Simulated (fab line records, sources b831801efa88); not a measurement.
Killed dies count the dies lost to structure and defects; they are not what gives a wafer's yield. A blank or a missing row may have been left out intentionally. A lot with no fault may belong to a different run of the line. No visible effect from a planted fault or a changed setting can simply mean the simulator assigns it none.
Which tool did it? | flow sky130 | Sampling: 14 lots, 42 wafers, 3 of 708 route steps

## WHAT EACH GAUGE READ, for each wafer
SKY_SD_N_RS_MEAS_16: measurement is done with a four-point probe.
lot  | measured     | on            | SD_N_RS (ohm/sq)
L227 | day 27 13:56 | film_metro-04 | 68.73 68.59 68.63
L229 | day 28 19:09 | film_metro-01 | 68.67 68.59 68.58
L231 | day 29 06:29 | film_metro-04 | 68.54 68.52 68.56
L230 | day 29 09:44 | film_metro-01 | 68.59 68.71 68.55
L232 | day 29 13:40 | film_metro-04 | 68.83 68.72 68.58
L233 | day 30 05:47 | film_metro-03 | 68.64 68.67 68.68
L234 | day 30 09:18 | film_metro-03 | 68.49 68.45 68.55
L237 | day 31 10:14 | film_metro-03 | 71.78 71.74 71.86
L240 | day 32 06:23 | film_metro-03 | 71.92 71.83 71.95
L244 | day 33 13:30 | film_metro-04 | 68.40 68.22 68.42
L246 | day 34 03:53 | film_metro-04 | 68.40 68.48 68.33
L248 | day 35 03:07 | film_metro-04 | 68.54 68.65 68.73
L249 | day 35 11:23 | film_metro-01 | 68.80 68.69 68.68
L250 | day 36 01:29 | film_metro-04 | 68.46 68.53 68.52

SKY_SD_N_RS_MEAS_17: measurement is done with a four-point probe.
lot  | measured     | on            | SD_P_RS (ohm/sq)
L227 | day 27 14:03 | film_metro-04 | 147.5 147.0 147.0
L229 | day 28 19:16 | film_metro-01 | 147.2 147.0 147.5
L231 | day 29 06:36 | film_metro-04 | 146.8 146.8 146.4
L230 | day 29 09:51 | film_metro-01 | 147.2 147.1 147.1
L232 | day 29 13:47 | film_metro-04 | 147.9 147.9 147.5
L233 | day 30 05:54 | film_metro-03 | 147.6 146.9 147.3
L234 | day 30 09:25 | film_metro-03 | 147.1 146.7 147.2
L237 | day 31 10:22 | film_metro-03 | 164.9 165.0 164.9
L240 | day 32 06:31 | film_metro-03 | 166.2 165.4 165.8
L244 | day 33 13:37 | film_metro-04 | 146.6 146.6 147.3
L246 | day 34 04:01 | film_metro-04 | 146.2 146.6 146.8
L248 | day 35 03:14 | film_metro-04 | 147.3 147.2 147.1
L249 | day 35 11:30 | film_metro-01 | 147.4 147.7 147.4
L250 | day 36 01:36 | film_metro-04 | 146.7 146.6 146.9

## EACH LOT AND THE TOOL THAT RAN IT (in order: tool; ch and the chambers of the sampled wafers; start)
lot  | SKY_SD_N_RTA_14
L227 | rtp_anneal-01 ch 0, day 27 13:43
L229 | rtp_anneal-01 ch 0, day 28 18:58
L231 | rtp_anneal-02 ch 0, day 29 06:19
L230 | rtp_anneal-01 ch 0, day 29 09:33
L232 | rtp_anneal-02 ch 0, day 29 13:28
L233 | rtp_anneal-02 ch 0, day 30 05:37
L234 | rtp_anneal-02 ch 0, day 30 09:07
L237 | rtp_anneal-01 ch 0, day 31 10:04
L240 | rtp_anneal-01 ch 0, day 32 06:13
L244 | rtp_anneal-02 ch 0, day 33 13:20
L246 | rtp_anneal-02 ch 0, day 34 03:43
L248 | rtp_anneal-02 ch 0, day 35 02:53
L249 | rtp_anneal-01 ch 0, day 35 11:12
L250 | rtp_anneal-01 ch 0, day 36 01:19
- SKY_SD_N_RTA_14: time 2 s.

## AS READ BY THE TOOLS THEMSELVES (means over the sampled wafers that have a number; for cases with no such wafer, the mark the record gives instead)
SKY_SD_N_RTA_14.
lot  | tool          | lamp_power_pct (%) | wafer_temp_C_max
L227 | rtp_anneal-01 | 15.79              | 1078.6
L229 | rtp_anneal-01 | 15.70              | 1079.1
L231 | rtp_anneal-02 | 15.73              | 1078.0
L230 | rtp_anneal-01 | 15.70              | 1077.3
L232 | rtp_anneal-02 | 15.75              | 1079.3
L233 | rtp_anneal-02 | 15.69              | 1078.4
L234 | rtp_anneal-02 | 15.70              | 1079.3
L237 | rtp_anneal-01 | 15.03              | 1076.7
L240 | rtp_anneal-01 | 15.07              | 1078.7
L244 | rtp_anneal-02 | 15.72              | 1078.5
L246 | rtp_anneal-02 | 15.70              | 1077.4
L248 | rtp_anneal-02 | 15.68              | 1078.5
L249 | rtp_anneal-01 | 15.73              | 1077.8
L250 | rtp_anneal-01 | 15.66              | 1077.7

## THE ANSWER, worked out from the rows above alone
Rule: the usual values come from the lots themselves. Put in order of their means at a reading, lots are off if they are a third of the lots or fewer, leave a main group of 4 or more, and stand apart from it by a gap of 3 or more times the standard deviation of the main group's means; of several such gaps the widest counts. Not used: any main group whose means are identical at the precision the tables above print for the reading. A lot without any number at a reading at which 4 lots or more have one is off too. Where the step has rows for the other lots, those lots are counted as sound. Order of review: gauges by route order, followed by the tools' own readings, for which a lot's mean as printed above is used. At the first step where some lot is off, the reading lying furthest off is the one used; lots without a number count as furthest.
Off: at SKY_SD_N_RS_MEAS_16 (SD_N_RS), L237, L240. Mean 68.58 ohm/sq and standard deviation 0.11 in the main group.
If a tool, at a process step before that reading, ran all the lots that are off and no sound lot after the first of them, it fits. Not tried: the gauges at SKY_SD_N_RS_MEAS_16; whatever is off there is also off at SKY_SD_N_RTA_14, on other tools, and gauge error can't account for it. No candidate that was tried fits.

## WHAT THE SIMULATOR PUT IN
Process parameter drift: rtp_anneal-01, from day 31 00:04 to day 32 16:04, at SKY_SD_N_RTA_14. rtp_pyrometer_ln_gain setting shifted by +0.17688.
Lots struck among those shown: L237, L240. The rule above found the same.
